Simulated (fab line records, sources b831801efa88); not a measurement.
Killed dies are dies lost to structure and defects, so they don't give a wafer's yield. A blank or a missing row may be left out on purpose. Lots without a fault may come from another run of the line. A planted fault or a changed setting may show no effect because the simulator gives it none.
One fault seen from 2 desks | flow sky130 | each desk has only its own numbers; what lay behind them comes last

THE TOOL OWNER'S DESK: litho_track-02
The tool's own readings at SKY_SD_P_COAT_02 (resist thk 1140 nm): means of the sampled wafers that have a number, for each lot that ran on this tool. A lot is out of limits, marked OUT, if its mean lies more than 4 standard deviations from the usual mean; the brackets give that distance.
Columns: A = resist_line_temp_C at SKY_SD_P_COAT_02, usual 22.99 C
lot  | first seen here | A
L578 | day 25 08:19    | 23.00
L582 | day 26 22:04    | 23.03
L590 | day 29 23:41    | 23.01
L591 | day 30 05:26    | 23.00
This desk's finding: nothing out of limits on any of the 4 lots.

THE METROLOGY DESK
What the gauges read, lot by lot, whatever tool the lot ran on: means of the sampled wafers that have a number. A lot is out of limits, marked OUT, if its mean lies more than 4 standard deviations from the usual mean; the brackets give that distance.
Columns: A = LDD_LDN_OVL at SKY_LDD_LDN_OVL_MEAS_07, usual 0.3 nm; B = SPACER_CVD_00_THK at SKY_SPACER_THK_MEAS_01, usual 43.0 nm; C = cd_nm at SKY_POLY_CUT_CD_MEAS_08, usual 270.0 nm
lot  | first seen here | A    | B    | C
L577 | day 23 06:28    | -0.2 | 42.8 | 270.0
L578 | day 23 09:19    | 0.2  | 43.2 | 268.8
L579 | day 24 00:37    | 0.3  | 43.1 | 269.7
L580 | day 24 13:46    | 0.0  | 42.8 | 270.2
L581 | day 24 15:49    | 1.9  | 42.7 | 271.1
L582 | day 25 00:31    | -1.8 | 43.2 | 270.5
L583 | day 25 11:52    | 0.0  | 42.9 | 268.6
L590 | day 28 01:10    | 1.2  | 43.1 | 269.8
L591 | day 28 09:22    | 2.3  | 43.2 | 271.2
L594 | day 29 05:55    | -1.0 | 43.2 | 269.2
L595 | day 29 14:01    | 0.3  | 42.8 | 270.2
L596 | day 30 00:16    | 0.6  | 43.3 | 270.1
L597 | day 30 23:55    | 0.4  | 42.8 | 267.1
This desk's finding: nothing out of limits on any of the 13 lots.

PUT TOGETHER
The tool owner's desk saw nothing out of limits.
The metrology desk saw nothing out of limits.

WHAT THE SIMULATOR HAD PUT IN
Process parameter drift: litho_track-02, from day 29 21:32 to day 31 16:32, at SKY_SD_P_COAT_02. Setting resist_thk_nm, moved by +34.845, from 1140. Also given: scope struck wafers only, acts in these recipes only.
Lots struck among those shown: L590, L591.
